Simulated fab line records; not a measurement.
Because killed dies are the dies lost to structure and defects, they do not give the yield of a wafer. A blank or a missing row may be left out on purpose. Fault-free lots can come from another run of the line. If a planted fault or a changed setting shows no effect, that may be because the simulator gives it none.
What tool caused it? :: flow gf180mcu :: Sampling: 12 lots, 36 wafers, 6 of 602 route steps

== WHAT THE GAUGES READ, wafer by wafer ==
GF_V4_BOW_MEAS_05.
lot: L238
measured: day 23 03:37
on: film metro-04
V4_BOW (um): 140 148 133

lot: L239
measured: day 23 21:49
on: film metro-04
V4_BOW (um): 135 134 141

lot: L240
measured: day 24 01:35
on: film metro-02
V4_BOW (um): 140 137 146

lot: L245
measured: day 26 04:32
on: film metro-04
V4_BOW (um): 136 132 139

lot: L246
measured: day 27 00:23
on: film metro-04
V4_BOW (um): 119 114 126

lot: L248
measured: day 27 09:17
on: film metro-02
V4_BOW (um): 137 135 139

lot: L249
measured: day 27 22:34
on: film metro-03
V4_BOW (um): 139 134 134

lot: L253
measured: day 28 16:43
on: film metro-04
V4_BOW (um): 158 155 151

lot: L252
measured: day 28 18:31
on: film metro-02
V4_BOW (um): 120 134 122

lot: L254
measured: day 28 22:08
on: film metro-04
V4_BOW (um): 135 116 131

lot: L255
measured: day 28 23:29
on: film metro-04
V4_BOW (um): 149 149 137

lot: L261
measured: day 30 23:34
on: film metro-02
V4_BOW (um): 125 121 121

GF_MIM_THK_MEAS_06.
lot: L238
measured: day 24 04:17
on: film metro-04
MIM_CVD_05_THK (nm): 41.5 42.0 42.1

lot: L239
measured: day 24 22:08
on: film metro-01
MIM_CVD_05_THK (nm): 41.8 42.6 42.8

lot: L240
measured: day 25 01:53
on: film metro-01
MIM_CVD_05_THK (nm): 41.3 42.0 41.2

lot: L245
measured: day 27 02:53
on: film metro-02
MIM_CVD_05_THK (nm): 42.0 42.7 43.0

lot: L246
measured: day 27 22:36
on: film metro-01
MIM_CVD_05_THK (nm): 41.8 41.6 42.1

lot: L248
measured: day 28 06:41
on: film metro-01
MIM_CVD_05_THK (nm): 41.5 42.1 42.2

lot: L249
measured: day 28 19:42
on: film metro-02
MIM_CVD_05_THK (nm): 41.6 42.0 42.6

lot: L253
measured: day 29 13:40
on: film metro-02
MIM_CVD_05_THK (nm): 41.1 41.3 41.7

lot: L252
measured: day 29 16:06
on: film metro-02
MIM_CVD_05_THK (nm): 41.4 42.4 42.1

lot: L254
measured: day 29 18:53
on: film metro-01
MIM_CVD_05_THK (nm): 41.3 41.0 41.6

lot: L255
measured: day 29 19:37
on: film metro-04
MIM_CVD_05_THK (nm): 41.6 42.1 42.6

lot: L261
measured: day 31 18:42
on: film metro-01
MIM_CVD_05_THK (nm): 41.6 41.1 42.9

GF_V5_RS_MEAS_24: uses a four-point probe to measure.
lot: L238
measured: day 26 23:42
on: film metro-03
V5_W_RS (ohm/sq): 0.333 0.334 0.330

lot: L239
measured: day 27 15:07
on: film metro-02
V5_W_RS (ohm/sq): 0.329 0.332 0.332

lot: L240
measured: day 27 20:17
on: film metro-03
V5_W_RS (ohm/sq): 0.330 0.329 0.333

lot: L245
measured: day 29 16:05
on: film metro-01
V5_W_RS (ohm/sq): 0.330 0.329 0.327

lot: L246
measured: day 30 10:49
on: film metro-03
V5_W_RS (ohm/sq): 0.325 0.330 0.325

lot: L248
measured: day 30 16:46
on: film metro-03
V5_W_RS (ohm/sq): 0.331 0.327 0.330

lot: L249
measured: day 31 05:58
on: film metro-01
V5_W_RS (ohm/sq): 0.328 0.323 0.324

lot: L253
measured: day 31 23:01
on: film metro-03
V5_W_RS (ohm/sq): 0.305 0.333 0.306

lot: L252
measured: day 32 01:10
on: film metro-01
V5_W_RS (ohm/sq): 0.326 0.300 0.323

lot: L254
measured: day 32 03:28
on: film metro-01
V5_W_RS (ohm/sq): 0.322 0.303 0.323

lot: L255
measured: day 32 05:27
on: film metro-03
V5_W_RS (ohm/sq): 0.332 0.334 0.333

lot: L261
measured: day 33 23:25
on: film metro-03
V5_W_RS (ohm/sq): 0.331 0.333 0.330

GF_V5_THK_MEAS_25: measures by xrf.
lot: L238
measured: day 26 23:48
on: film metro-03
V5_W_THK (nm): 350 349 354

lot: L239
measured: day 27 15:13
on: film metro-02
V5_W_THK (nm): 346 344 344

lot: L240
measured: day 27 20:25
on: film metro-03
V5_W_THK (nm): 350 351 347

lot: L245
measured: day 29 16:13
on: film metro-01
V5_W_THK (nm): 351 356 358

lot: L246
measured: day 30 10:55
on: film metro-03
V5_W_THK (nm): 357 349 357

lot: L248
measured: day 30 16:52
on: film metro-03
V5_W_THK (nm): 350 353 350

lot: L249
measured: day 31 06:04
on: film metro-01
V5_W_THK (nm): 349 356 352

lot: L253
measured: day 31 23:08
on: film metro-03
V5_W_THK (nm): 382 349 380

lot: L252
measured: day 32 01:17
on: film metro-01
V5_W_THK (nm): 352 379 354

lot: L254
measured: day 32 03:34
on: film metro-01
V5_W_THK (nm): 354 379 352

lot: L255
measured: day 32 05:34
on: film metro-03
V5_W_THK (nm): 351 345 346

lot: L261
measured: day 33 23:32
on: film metro-03
V5_W_THK (nm): 350 347 350

== TOOL THAT RAN EACH LOT (tool first, then ch and the chambers of the sampled wafers, then the start) ==
lot: L238
GF_MIM_CVD_05: pecvd-03 ch 0,1, day 24 04:14
GF_V5_CVD_23: cvd w-01 ch 0,1, day 26 23:35

lot: L239
GF_MIM_CVD_05: pecvd-01 ch 0,2, day 24 22:05
GF_V5_CVD_23: cvd w-01 ch 0,1, day 27 15:01

lot: L240
GF_MIM_CVD_05: pecvd-03 ch 0,1,2, day 25 01:51
GF_V5_CVD_23: cvd w-02 ch 0,1, day 27 20:10

lot: L245
GF_MIM_CVD_05: pecvd-03 ch 1,2, day 27 02:51
GF_V5_CVD_23: cvd w-02 ch 0,1, day 29 15:59

lot: L246
GF_MIM_CVD_05: pecvd-01 ch 0,1,2, day 27 22:34
GF_V5_CVD_23: cvd w-02 ch 0, day 30 10:41

lot: L248
GF_MIM_CVD_05: pecvd-02 ch 1,2, day 28 06:38
GF_V5_CVD_23: cvd w-02 ch 0,1, day 30 16:38

lot: L249
GF_MIM_CVD_05: pecvd-02 ch 0,2, day 28 19:40
GF_V5_CVD_23: cvd w-02 ch 0,1, day 31 05:50

lot: L253
GF_MIM_CVD_05: pecvd-01 ch 0,1,2, day 29 13:38
GF_V5_CVD_23: cvd w-02 ch 0,1, day 31 22:50

lot: L252
GF_MIM_CVD_05: pecvd-02 ch 0,2, day 29 16:04
GF_V5_CVD_23: cvd w-02 ch 0,1, day 32 01:03

lot: L254
GF_MIM_CVD_05: pecvd-03 ch 0,1,2, day 29 18:50
GF_V5_CVD_23: cvd w-02 ch 0,1, day 32 03:20

lot: L255
GF_MIM_CVD_05: pecvd-02 ch 0,1,2, day 29 19:34
GF_V5_CVD_23: cvd w-01 ch 0, day 32 05:19

lot: L261
GF_MIM_CVD_05: pecvd-02 ch 0,1,2, day 31 18:40
GF_V5_CVD_23: cvd w-01 ch 0,1, day 33 23:17
- GF_MIM_CVD_05: deposits Si3N4, target thk 42 nm, time 29.086 s.
- GF_V5_CVD_23: deposits W, target thk 350 nm, time 104.9 s.

== WHAT THE TOOLS THEMSELVES READ (means of the sampled wafers that have a number; where no wafer has one, the mark that the record gives instead) ==
GF_MIM_CVD_05.
lot: L238
tool: pecvd-03
heater power outer w (W): 317
heater power w (W): 564

lot: L239
tool: pecvd-01
heater power outer w (W): 305
heater power w (W): 570

lot: L240
tool: pecvd-03
heater power outer w (W): 370
heater power w (W): 638

lot: L245
tool: pecvd-03
heater power outer w (W): 321
heater power w (W): 576

lot: L246
tool: pecvd-01
heater power outer w (W): 402
heater power w (W): 691

lot: L248
tool: pecvd-02
heater power outer w (W): 383
heater power w (W): 694

lot: L249
tool: pecvd-02
heater power outer w (W): 353
heater power w (W): 611

lot: L253
tool: pecvd-01
heater power outer w (W): 389
heater power w (W): 689

lot: L252
tool: pecvd-02
heater power outer w (W): 341
heater power w (W): 654

lot: L254
tool: pecvd-03
heater power outer w (W): 337
heater power w (W): 587

lot: L255
tool: pecvd-02
heater power outer w (W): 414
heater power w (W): 691

lot: L261
tool: pecvd-02
heater power outer w (W): 412
heater power w (W): 690

GF_V5_CVD_23.
lot: L238
tool: cvd w-01
heater power outer w (W): 548
heater power w (W): 879

lot: L239
tool: cvd w-01
heater power outer w (W): 583
heater power w (W): 897

lot: L240
tool: cvd w-02
heater power outer w (W): 555
heater power w (W): 896

lot: L245
tool: cvd w-02
heater power outer w (W): 571
heater power w (W): 911

lot: L246
tool: cvd w-02
heater power outer w (W): 563
heater power w (W): 900

lot: L248
tool: cvd w-02
heater power outer w (W): 563
heater power w (W): 903

lot: L249
tool: cvd w-02
heater power outer w (W): 566
heater power w (W): 903

lot: L253
tool: cvd w-02
heater power outer w (W): 568
heater power w (W): 909

lot: L252
tool: cvd w-02
heater power outer w (W): 564
heater power w (W): 905

lot: L254
tool: cvd w-02
heater power outer w (W): 570
heater power w (W): 920

lot: L255
tool: cvd w-01
heater power outer w (W): 498
heater power w (W): 860

lot: L261
tool: cvd w-01
heater power outer w (W): 595
heater power w (W): 911

== THE ANSWER, worked out from the rows above alone ==
Rule: the usual values come from the lots themselves. The widest of any qualifying gaps counts: lots, ordered by their means at a reading, are off when they make up no more than a third of the lots, leave a main group of 4 or more, and stand apart from it by 3 or more times the standard deviation of that group's means. If all means in a main group match to the digits the tables above print for the reading, that group is not used. A lot without any number at a reading at which 4 lots or more have one is off too. Any other lot the step has rows for is counted as sound. Order of review: gauges by route order, followed by the tools' own readings, for which a lot's mean as printed above is used. At the first step where some lot is off, the reading lying furthest off is the one used; lots without a number count as furthest.
Off: L253, L252, L254, seen at GF_V5_RS_MEAS_24 (V5_W_RS). Main group: mean 0.330 ohm/sq, sd 0.0025.
A tool fits if, at a process step before that reading, it ran every lot that is off, and no sound lot after the first of them. Those tools and the gauges at GF_V5_RS_MEAS_24 are tried in the same way. One candidate fits, namely cvd w-02 at GF_V5_CVD_23. Its last sound lot is L249 (day 31 05:50), its first lot that is off L253 (day 31 22:50): a fault that began between those two fits.

== WHAT WAS PUT IN BY THE SIMULATOR ==
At GF_V5_CVD_23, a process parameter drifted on cvd w-02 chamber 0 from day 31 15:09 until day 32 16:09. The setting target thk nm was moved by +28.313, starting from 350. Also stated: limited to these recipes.
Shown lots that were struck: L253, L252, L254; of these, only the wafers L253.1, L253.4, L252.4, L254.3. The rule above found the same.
